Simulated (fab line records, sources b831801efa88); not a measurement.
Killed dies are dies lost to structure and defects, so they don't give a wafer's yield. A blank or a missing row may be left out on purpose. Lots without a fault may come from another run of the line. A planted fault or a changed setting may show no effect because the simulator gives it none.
Which tool did it? | flow sky130 | 11 lots, 33 wafers sampled, at 5 steps of a route of 708

WHAT THE GAUGES READ, wafer by wafer
The record holds no reading of a measuring or inspecting step that can be judged against a usual standard deviation.

WHICH TOOL RAN EACH LOT (tool, then ch and the chambers of the sampled wafers, then the start)
lot  | SKY_METAL3_STRIP_19                  | SKY_VIA3_ETCH_15                   | SKY_VIA3_STRIP_16                    | SKY_METAL4_SPUTTER_00        | SKY_PAD_OPEN_PROBE_99
L613 | plasma_asher-03 ch 0,1, day 38 07:55 | rie_diel-03 ch 2,3, day 39 10:13   | plasma_asher-02 ch 0,1, day 39 10:16 | pvd_sputter-01, day 39 11:32 | prober-02, day 45 15:43
L614 | plasma_asher-02 ch 0,1, day 38 16:51 | rie_diel-02 ch 0,3, day 39 19:07   | plasma_asher-01 ch 1, day 39 19:10   | pvd_sputter-03, day 39 20:26 | prober-02, day 45 20:50
L615 | plasma_asher-03 ch 0,1, day 39 09:13 | rie_diel-01 ch 2,3, day 40 11:22   | plasma_asher-01 ch 0,1, day 40 11:27 | pvd_sputter-03, day 40 12:48 | prober-01, day 46 10:58
L616 | plasma_asher-03 ch 0,1, day 39 10:30 | rie_diel-03 ch 0,1,2, day 40 12:31 | plasma_asher-04 ch 0,1, day 40 12:34 | pvd_sputter-01, day 40 13:52 | prober-02, day 46 13:01
L617 | plasma_asher-02 ch 0,1, day 39 18:38 | rie_diel-03 ch 1,2,3, day 40 20:25 | plasma_asher-02 ch 0,1, day 40 20:28 | pvd_sputter-03, day 40 21:44 | prober-01, day 46 18:28
L619 | plasma_asher-02 ch 0,1, day 40 14:47 | rie_diel-01 ch 0,2,3, day 41 16:19 | plasma_asher-01 ch 0,1, day 41 16:22 | pvd_sputter-02, day 41 17:38 | prober-01, day 47 13:17
L621 | plasma_asher-02 ch 0,1, day 41 03:01 | rie_diel-02 ch 0,3, day 42 04:13   | plasma_asher-04 ch 0, day 42 04:16   | pvd_sputter-01, day 42 05:32 | prober-01, day 47 22:23
L622 | plasma_asher-03 ch 0,1, day 41 07:10 | rie_diel-02 ch 1,2,3, day 42 08:31 | plasma_asher-01 ch 0,1, day 42 08:34 | pvd_sputter-01, day 42 09:52 | prober-02, day 48 02:09
L623 | plasma_asher-01 ch 0,1, day 41 17:08 | rie_diel-01 ch 1,3, day 42 17:55   | plasma_asher-04 ch 0,1, day 42 17:58 | pvd_sputter-01, day 42 19:14 | prober-01, day 48 08:56
L630 | plasma_asher-02 ch 0,1, day 43 14:59 | rie_diel-03 ch 0,3, day 44 15:01   | plasma_asher-04 ch 0,1, day 44 15:04 | pvd_sputter-01, day 44 16:19 | prober-02, day 49 21:32
L634 | plasma_asher-02 ch 0, day 44 21:29   | rie_diel-03 ch 0,1,3, day 45 20:07 | plasma_asher-02 ch 0,1, day 45 20:10 | pvd_sputter-01, day 45 21:26 | prober-02, day 50 19:11
- SKY_METAL3_STRIP_19: strips in O2/N2.
- SKY_VIA3_ETCH_15: etches SiO2 in C4F8/O2/Ar, stops on TiN, target depth 507 nm, time 78 s.
- SKY_VIA3_STRIP_16: strips in O2/N2.
- SKY_METAL4_SPUTTER_00: material Ti, target thk 15 nm, time 10 s.
- SKY_PAD_OPEN_PROBE_99

WHAT THE TOOLS THEMSELVES READ (means of the sampled wafers that have a number; where no wafer has one, the mark that the record gives instead)
SKY_METAL3_STRIP_19. Usual: drypump_motor_current_A 5.6 A, standard deviation 0.51; oes_product_au 0.504 a.u., standard deviation 0.0052; strip_time_to_endpoint_s 6.56 s, standard deviation 0.069.
lot  | tool            | drypump_motor_current_A (A) | oes_product_au (a.u.) | strip_time_to_endpoint_s (s) | flag
L613 | plasma_asher-03 | 5.6                         | 0.504                 | 6.60                         |
L614 | plasma_asher-02 | 5.2                         | 0.512                 | 6.60                         |
L615 | plasma_asher-03 | 5.9                         | 0.503                 | 6.62                         |
L616 | plasma_asher-03 | 5.6                         | 0.498                 | 6.45                         |
L617 | plasma_asher-02 | 5.2                         | 0.508                 | 6.67                         |
L619 | plasma_asher-02 | 5.6                         | 0.506                 | 6.56                         |
L621 | plasma_asher-02 | 5.2                         | 0.506                 | 6.50                         |
L622 | plasma_asher-03 | 5.6                         | 0.504                 | 6.54                         |
L623 | plasma_asher-01 | 5.8                         | 0.507                 | 6.64                         |
L630 | plasma_asher-02 | 5.7                         | 0.505                 | 6.55                         |
L634 | plasma_asher-02 | 6.0                         | 0.505                 | 6.56                         |

SKY_VIA3_ETCH_15. Usual: oes_product_au 0.947 a.u., standard deviation 0.0045.
lot  | tool        | oes_product_au (a.u.) | flag
L613 | rie_diel-03 | 0.946                 |
L614 | rie_diel-02 | 0.947                 |
L615 | rie_diel-01 | 0.952                 |
L616 | rie_diel-03 | 0.945                 |
L617 | rie_diel-03 | 0.949                 |
L619 | rie_diel-01 | 0.948                 |
L621 | rie_diel-02 | 0.945                 |
L622 | rie_diel-02 | 0.948                 |
L623 | rie_diel-01 | 0.918                 | OFF
L630 | rie_diel-03 | 0.948                 |
L634 | rie_diel-03 | 0.943                 |

SKY_VIA3_STRIP_16. Usual: drypump_motor_current_A 5.4 A, standard deviation 0.49; oes_product_au 0.402 a.u., standard deviation 0.0046; strip_time_to_endpoint_s 4.134 s, standard deviation 0.022.
lot  | tool            | drypump_motor_current_A (A) | oes_product_au (a.u.) | strip_time_to_endpoint_s (s) | flag
L613 | plasma_asher-02 | 5.2                         | 0.403                 | 4.124                        |
L614 | plasma_asher-01 | 6.1                         | 0.404                 | 4.134                        |
L615 | plasma_asher-01 | 5.8                         | 0.402                 | 4.112                        |
L616 | plasma_asher-04 | 5.4                         | 0.402                 | 4.119                        |
L617 | plasma_asher-02 | 5.6                         | 0.401                 | 4.130                        |
L619 | plasma_asher-01 | 5.5                         | 0.401                 | 4.167                        |
L621 | plasma_asher-04 | 5.6                         | 0.401                 | 4.139                        |
L622 | plasma_asher-01 | 5.5                         | 0.403                 | 4.164                        |
L623 | plasma_asher-04 | 5.4                         | 0.404                 | 4.216                        | OFF
L630 | plasma_asher-04 | 5.2                         | 0.403                 | 4.143                        |
L634 | plasma_asher-02 | 5.6                         | 0.400                 | 4.110                        |

SKY_METAL4_SPUTTER_00. Usual: chamber_pressure_pa 0.4001 Pa, standard deviation 0.00076; throttle_valve_pct 29.6 %, standard deviation 1.2.
lot  | tool           | chamber_pressure_pa (Pa) | throttle_valve_pct (%) | flag
L613 | pvd_sputter-01 | 0.4000                   | 30.4                   |
L614 | pvd_sputter-03 | 0.3996                   | 29.6                   |
L615 | pvd_sputter-03 | 0.4004                   | 29.6                   |
L616 | pvd_sputter-01 | 0.4000                   | 29.0                   |
L617 | pvd_sputter-03 | 0.3996                   | 29.2                   |
L619 | pvd_sputter-02 | 0.4005                   | 29.9                   |
L621 | pvd_sputter-01 | 0.4004                   | 28.0                   |
L622 | pvd_sputter-01 | 0.4001                   | 29.3                   |
L623 | pvd_sputter-01 | 0.4007                   | 30.9                   |
L630 | pvd_sputter-01 | 0.3996                   | 29.6                   |
L634 | pvd_sputter-01 | 0.3993                   | 28.7                   |

SKY_PAD_OPEN_PROBE_99. Usual: defect_limited_yield 82.7 %, standard deviation 2; killed_at_M0_to_M3 42, standard deviation 7.7; killed_at_M4_up 3.1, standard deviation 1.9; killed_at_contacts 24, standard deviation 4.9; killed_at_front_end 15, standard deviation 4.6; killed_at_other 0.3, standard deviation 0.51; killed_dies 85, standard deviation 9.9; killed_on_rim 17, standard deviation 4.1; killed_open 47, standard deviation 7.1; killed_short 38, standard deviation 6.7; sort_bin_3_pad_short 0.9 %, standard deviation 0.46; sort_bin_5_function 10.1 %, standard deviation 1.5; sort_bin_6_memory 6.3 %, standard deviation 1.1; sort_n_pass 407, standard deviation 9.9; sort_yield_pct 82.7 %, standard deviation 2.
lot  | tool      | defect_limited_yield (%) | killed_at_M0_to_M3 | killed_at_M4_up | killed_at_contacts | killed_at_front_end | killed_at_other | killed_dies | killed_on_rim | killed_open | killed_short | sort_bin_3_pad_short (%) | sort_bin_5_function (%) | sort_bin_6_memory (%) | sort_n_pass | sort_yield_pct (%) | flag
L613 | prober-02 | 80.9                     | 48                 | 3.7             | 27                 | 15                  | 0.0             | 94          | 19            | 49          | 45           | 1.1                      | 11.2                    | 6.7                   | 398         | 80.9               |
L614 | prober-02 | 85.3                     | 31                 | 2.7             | 23                 | 16                  | 0.0             | 72          | 11            | 41          | 31           | 0.9                      | 8.2                     | 5.6                   | 420         | 85.3               |
L615 | prober-01 | 83.3                     | 48                 | 1.3             | 21                 | 12                  | 0.0             | 82          | 16            | 46          | 37           | 1.4                      | 9.4                     | 5.9                   | 410         | 83.3               |
L616 | prober-02 | 84.1                     | 42                 | 2.0             | 21                 | 13                  | 0.3             | 78          | 16            | 43          | 34           | 0.5                      | 9.8                     | 5.6                   | 414         | 84.1               |
L617 | prober-01 | 84.2                     | 40                 | 1.7             | 24                 | 12                  | 0.0             | 78          | 16            | 42          | 35           | 1.1                      | 8.4                     | 6.3                   | 414         | 84.2               |
L619 | prober-01 | 82.4                     | 43                 | 3.0             | 27                 | 14                  | 0.0             | 87          | 18            | 49          | 38           | 1.1                      | 11.0                    | 5.6                   | 405         | 82.4               |
L621 | prober-01 | 83.3                     | 45                 | 2.3             | 23                 | 11                  | 0.7             | 82          | 16            | 47          | 35           | 1.0                      | 9.2                     | 6.5                   | 410         | 83.3               |
L622 | prober-02 | 81.0                     | 44                 | 4.7             | 28                 | 17                  | 0.0             | 93          | 15            | 51          | 43           | 0.6                      | 11.5                    | 6.8                   | 399         | 81.0               |
L623 | prober-01 | 56.2                     | 171                | 4.0             | 27                 | 12                  | 0.3             | 215         | 42            | 39          | 40           | 0.7                      | 37.4                    | 5.7                   | 277         | 56.2               | OFF
L630 | prober-02 | 83.0                     | 42                 | 1.7             | 22                 | 18                  | 0.3             | 84          | 12            | 53          | 30           | 0.9                      | 10.3                    | 5.8                   | 408         | 83.0               |
L634 | prober-02 | 79.5                     | 53                 | 3.0             | 28                 | 17                  | 0.7             | 101         | 24            | 55          | 45           | 0.9                      | 12.9                    | 6.6                   | 391         | 79.5               |

THE ANSWER, worked out from the rows above alone
Rule: a lot is off if the mean of its wafers that have a number lies more than 3 standard deviations from the usual mean. A lot without any number at a reading at which 4 lots or more have one is off too. The other lots that the step has rows for count as sound. The gauges are gone through in route order, then the tools' own readings, and for those a lot's mean is taken as printed above. The first step at which some lot is off is used, and at that step the reading that is off furthest; a lot without a number counts as furthest.
Off: L623, at SKY_VIA3_ETCH_15 (oes_product_au).
A tool fits if, at that step or a process step before it, it ran every lot that is off, and no sound lot after the first of them. Can't be told from this: 2 tools fit, plasma_asher-01 at SKY_METAL3_STRIP_19, rie_diel-01 at SKY_VIA3_ETCH_15.

WHAT THE SIMULATOR HAD PUT IN
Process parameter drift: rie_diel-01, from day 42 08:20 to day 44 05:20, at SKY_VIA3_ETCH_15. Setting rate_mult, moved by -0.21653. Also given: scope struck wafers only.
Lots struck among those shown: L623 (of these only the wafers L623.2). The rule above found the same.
